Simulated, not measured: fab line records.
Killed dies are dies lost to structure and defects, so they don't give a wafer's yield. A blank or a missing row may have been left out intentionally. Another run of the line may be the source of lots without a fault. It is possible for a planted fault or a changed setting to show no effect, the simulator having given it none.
Which tool was responsible? -- flow gf180mcu -- 33 wafers from 11 lots sampled at 2 of the route's 602 steps

== WHAT THE GAUGES SHOWED, per wafer ==
GF_MVSD_TW_MEAS_11.
lot,measured,on,MVSD_TW
L430,day 4 17:39,film-metro-02,1612 1617 1609
L432,day 5 03:01,film-metro-01,1565 1566 1570
L433,day 5 09:59,film-metro-04,1596 1595 1595
L435,day 5 22:20,film-metro-01,1573 1572 1574
L437,day 6 09:28,film-metro-04,1580 1587 1584
L439,day 6 22:38,film-metro-04,1588 1588 1588
L442,day 7 13:49,film-metro-02,1603 1605 1598
L448,day 9 01:18,film-metro-01,1677 1673 1681 1675 1664 1667
L449,day 9 05:05,film-metro-02,1682 1684 1672 1682 1677 1680
L451,day 9 20:14,film-metro-02,1594 1597 1593
L452,day 10 00:46,film-metro-04,1594 1592 1591

== WHICH TOOL RAN EACH LOT (tool, then ch and the chambers of the sampled wafers, then the start) ==
lot,GF_MVSD_IMPLANT_08
L430,"implanter-01 ch 0, day 4 17:15"
L432,"implanter-01 ch 0, day 5 02:37"
L433,"implanter-02 ch 0, day 5 09:37"
L435,"implanter-02 ch 0, day 5 21:56"
L437,"implanter-01 ch 0, day 6 09:06"
L439,"implanter-01 ch 0, day 6 22:16"
L442,"implanter-01 ch 0, day 7 13:25"
L448,"implanter-01 ch 0, day 9 00:54"
L449,"implanter-01 ch 0, day 9 04:41"
L451,"implanter-04 ch 0, day 9 17:28"
L452,"implanter-02 ch 0, day 10 00:23"
- GF_MVSD_IMPLANT_08

== THE ANSWER, worked out from the rows above alone ==
Rule: what is usual is taken from the lots themselves. The widest of any qualifying gaps counts: lots, ordered by their means at a reading, are off when they make up no more than a third of the lots, leave a main group of 4 or more, and stand apart from it by 3 or more times the standard deviation of that group's means. A main group is skipped when, at the precision printed for the reading in the tables above, its means are all equal. Also off: a lot with no number at a reading for which 4 or more lots have one. The other lots that the step has rows for count as sound.
Off: at GF_MVSD_TW_MEAS_11 (MVSD_TW), L448, L449. Main group: mean 1590, sd 13.
A tool fits if, at a process step before that reading, it ran every lot that is off, and no sound lot after the first of them. The gauges at GF_MVSD_TW_MEAS_11 are tried like those tools. One fits: GF_MVSD_IMPLANT_08 on implanter-01. Its last sound lot is L442 (day 7 13:25), its first lot that is off L448 (day 9 00:54): a fault that began between those two fits.

== WHAT THE SIMULATOR HAD PUT IN ==
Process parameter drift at GF_MVSD_IMPLANT_08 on implanter-01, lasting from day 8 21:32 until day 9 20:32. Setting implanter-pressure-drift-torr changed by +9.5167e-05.
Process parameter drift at GF_MVSD_IMPLANT_08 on implanter-01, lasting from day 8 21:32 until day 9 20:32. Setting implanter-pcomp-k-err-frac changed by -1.
Lots struck among those shown: L448, L449. Same finding as the rule above.
